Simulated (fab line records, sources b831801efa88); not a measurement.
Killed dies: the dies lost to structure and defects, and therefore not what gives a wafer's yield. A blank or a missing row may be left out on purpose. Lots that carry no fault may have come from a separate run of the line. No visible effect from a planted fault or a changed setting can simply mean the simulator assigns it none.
Which tool was responsible? | flow gf180mcu | 6 lots, 18 wafers sampled, at 2 steps of a route of 602

== WHAT EACH GAUGE READ, for each wafer ==
GF_HV_LDD_TW_MEAS_38.
lot  | measured     | on           | HV_LDD_3_TW
L585 | day 12 02:12 | filmMetro-04 | 1431 1426 1430
L587 | day 12 23:31 | filmMetro-03 | 1425 1424 1426
L591 | day 13 16:38 | filmMetro-03 | 1439 1441 1437
L595 | day 15 03:53 | filmMetro-04 | 1443 1434 1437
L598 | day 16 02:35 | filmMetro-04 | 1426 1438 1440
L604 | day 18 00:25 | filmMetro-04 | 1594 1592 1592

== EACH LOT AND THE TOOL THAT RAN IT (in order: tool; ch and the chambers of the sampled wafers; start) ==
lot  | GF_HV_LDD_IMPLANT_34
L585 | implanter-03 ch 0, day 12 01:34
L587 | implanter-03 ch 0, day 12 22:58
L591 | implanter-03 ch 0, day 13 16:05
L595 | implanter-04 ch 0, day 15 03:20
L598 | implanter-01 ch 0, day 16 02:02
L604 | implanter-01 ch 0, day 17 23:52
- GF_HV_LDD_IMPLANT_34

== THE ANSWER, worked out from the rows above alone ==
Rule: what is usual is taken from the lots themselves. The widest of any qualifying gaps counts: lots, ordered by their means at a reading, are off when they make up no more than a third of the lots, leave a main group of 4 or more, and stand apart from it by 3 or more times the standard deviation of that group's means. Not used: any main group whose means are identical at the precision the tables above print for the reading. A lot without any number at a reading at which 4 lots or more have one is off too. Where the step has rows for the other lots, those lots are counted as sound.
Off: L604, at GF_HV_LDD_TW_MEAS_38 (HV_LDD_3_TW). Mean 1433 and standard deviation 5.4 in the main group.
If a tool, at a process step before that reading, ran all the lots that are off and no sound lot after the first of them, it fits. Gauges at GF_HV_LDD_TW_MEAS_38: tried the same way as those tools. Undecided on this evidence; 2 tools fit (implanter-01 at GF_HV_LDD_IMPLANT_34, filmMetro-04 at GF_HV_LDD_TW_MEAS_38).

== WHAT THE SIMULATOR HAD INSERTED ==
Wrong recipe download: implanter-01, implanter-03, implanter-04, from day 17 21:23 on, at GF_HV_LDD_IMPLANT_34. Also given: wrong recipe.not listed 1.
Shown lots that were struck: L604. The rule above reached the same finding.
